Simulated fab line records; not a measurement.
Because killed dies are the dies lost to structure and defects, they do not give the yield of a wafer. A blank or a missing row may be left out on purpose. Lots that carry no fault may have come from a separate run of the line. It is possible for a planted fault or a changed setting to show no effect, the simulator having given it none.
8D (eight disciplines) problem report, filled in by code | flow gf180mcu | the parts of the form that need people (team, actions taken, sign-off) are left out

== 1. THE ISSUE ==
Wafers without a fault read 89.21 s, standard deviation 0.13; run length s at GF_M5_SOFTBAKE_03 reads a mean of 90.67 s on 6 wafers belonging to 2 lots. Relative to the usual mean, that is a shift of +11 standard deviations.
The step: time 60 s.
First observed at day 30 09:16: wafer L161.3, on litho track-04. Wafers with a number at this step in the record: 42, from 14 lots. Rule for "out" (also "out of limits"): further than 4 standard deviations from the usual mean. The other wafers with a number count as sound.

== 2. WHAT IT IS, AND WHAT IT ISN'T ==
question                    | is                     | is not
which readings at this step | run length s           | plate temp C, resist line temp C
which lots                  | L161, L163             | L148, L150, L151, L152, L154, L155, L159, L164, L165, L166, L167, L169
which wafers of those lots  | all that have a number | -
read on which tools         | litho track-04         | litho track-01, litho track-03
when                        | from day 30 09:16      | up to then (21 sound wafers); but 15 sound wafers of L164, L165, L166, L167, L169 came after

== 3. WHAT RULES OUT EACH SUSPECT ==
Counting: any tool at a process step up to the reading is kept as a suspect provided that every lot that is out went through it and no sound lot did after the first of them.
- litho track-04 at GF_M5_SOFTBAKE_03 (time 60 s): kept. Every lot that is out went through it, starting with L161 (day 30 09:16), and after that it ran no sound lot; the last sound lot it ran before then is L155 (day 28 16:49). On those wafers its own readings are out: run length s.
After counting, what remains is litho track-04 at GF_M5_SOFTBAKE_03.

== 4. THE CAUSE (what the simulator had put in) ==
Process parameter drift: litho track-04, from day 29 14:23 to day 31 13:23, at GF_M5_SOFTBAKE_03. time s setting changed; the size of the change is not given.
This tool alone remained once counting was done.

== 5. SEQUENCE OF EFFECTS, ordered by route ==
Rows list readings where the struck wafers' mean (over those with a number) sits beyond 3 standard deviations from the usual. Only readings whose record carries a usual standard deviation are examined. hours: median over the lots of the time between each lot's start at the first step of this table that gives one and its start at this step. sigmas: the change, counted in usual standard deviations.
hours | step              | reading      | usual   | on struck wafers | change | sigmas
0     | GF_M5_SOFTBAKE_03 | run length s | 89.21 s | 90.67            | +1.46  | +11
Process steps it contains:
- GF_M5_SOFTBAKE_03: time 60 s.

== 6. HOW IT WOULD HAVE BEEN CAUGHT EARLIER ==
In this record no reading fell out of limits until day 30 09:16, 19 hours after the fault had begun at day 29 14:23.
